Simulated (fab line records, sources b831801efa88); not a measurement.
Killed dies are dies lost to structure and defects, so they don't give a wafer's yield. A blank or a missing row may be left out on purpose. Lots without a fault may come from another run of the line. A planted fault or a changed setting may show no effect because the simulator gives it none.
Which tool did it? | flow sky130 | 12 lots, 36 wafers sampled, at 2 steps of a route of 708

WHAT THE GAUGES READ, wafer by wafer
SKY_METAL5_THK_MEAS_06: measures by xrf.
lot  | measured     | on            | METAL5_ALCU_THK (nm)
L483 | day 42 16:28 | film_metro-02 | 1147 1163 1154
L484 | day 43 04:58 | film_metro-03 | 1144 1146 1144
L485 | day 43 11:09 | film_metro-03 | 1161 1157 1156
L487 | day 45 06:11 | film_metro-01 | 1150 1164 1152
L488 | day 45 08:08 | film_metro-02 | 1162 1153 1143
L490 | day 45 09:16 | film_metro-02 | 1141 1151 1141
L492 | day 45 10:02 | film_metro-02 | 1132 1131 1132
L493 | day 46 06:49 | film_metro-01 | 1135 1141 1142
L499 | day 48 02:43 | film_metro-03 | 1154 1132 1129
L501 | day 48 08:01 | film_metro-02 | 1137 1125 1133
L502 | day 48 08:40 | film_metro-01 | 1145 1145 1147
L505 | day 49 07:59 | film_metro-03 | 1143 1147 1149

WHICH TOOL RAN EACH LOT (tool, then ch and the chambers of the sampled wafers, then the start)
lot  | SKY_CAPM_CLEAN_16
L483 | wet_bench-04 ch 1, day 37 12:01
L484 | wet_bench-04 ch 3, day 37 18:31
L485 | wet_bench-03 ch 2, day 38 01:36
L487 | wet_bench-04 ch 1, day 40 02:57
L488 | wet_bench-03 ch 3, day 40 03:15
L490 | wet_bench-01 ch 0, day 40 05:44
L492 | wet_bench-03 ch 3, day 40 08:21
L493 | wet_bench-01 ch 3, day 41 07:00
L499 | wet_bench-04 ch 2, day 43 09:10
L501 | wet_bench-04 ch 2, day 43 15:52
L502 | wet_bench-01 ch 2, day 43 19:55
L505 | wet_bench-03 ch 3, day 44 23:46
- SKY_CAPM_CLEAN_16: cleans in IPA, time 180 s.

WHAT THE TOOLS THEMSELVES READ (means of the sampled wafers that have a number; where no wafer has one, the mark that the record gives instead)
The record holds no such reading with a usual standard deviation.

THE ANSWER, worked out from the rows above alone
Rule: what is usual is taken from the lots themselves. Put in order of their means at a reading, lots are off if they are a third of the lots or fewer, leave a main group of 4 or more, and stand apart from it by a gap of 3 or more times the standard deviation of the main group's means; of several such gaps the widest counts. A main group whose means are all the same, to the digits that the tables above print for the reading, isn't used. A lot without any number at a reading at which 4 lots or more have one is off too. The other lots that the step has rows for count as sound. The gauges are gone through in route order, then the tools' own readings, and for those a lot's mean is taken as printed above. The first step at which some lot is off is used, and at that step the reading that is off furthest; a lot without a number counts as furthest.
No lot is off at any reading shown: from this, nothing can be told.

WHAT THE SIMULATOR HAD PUT IN
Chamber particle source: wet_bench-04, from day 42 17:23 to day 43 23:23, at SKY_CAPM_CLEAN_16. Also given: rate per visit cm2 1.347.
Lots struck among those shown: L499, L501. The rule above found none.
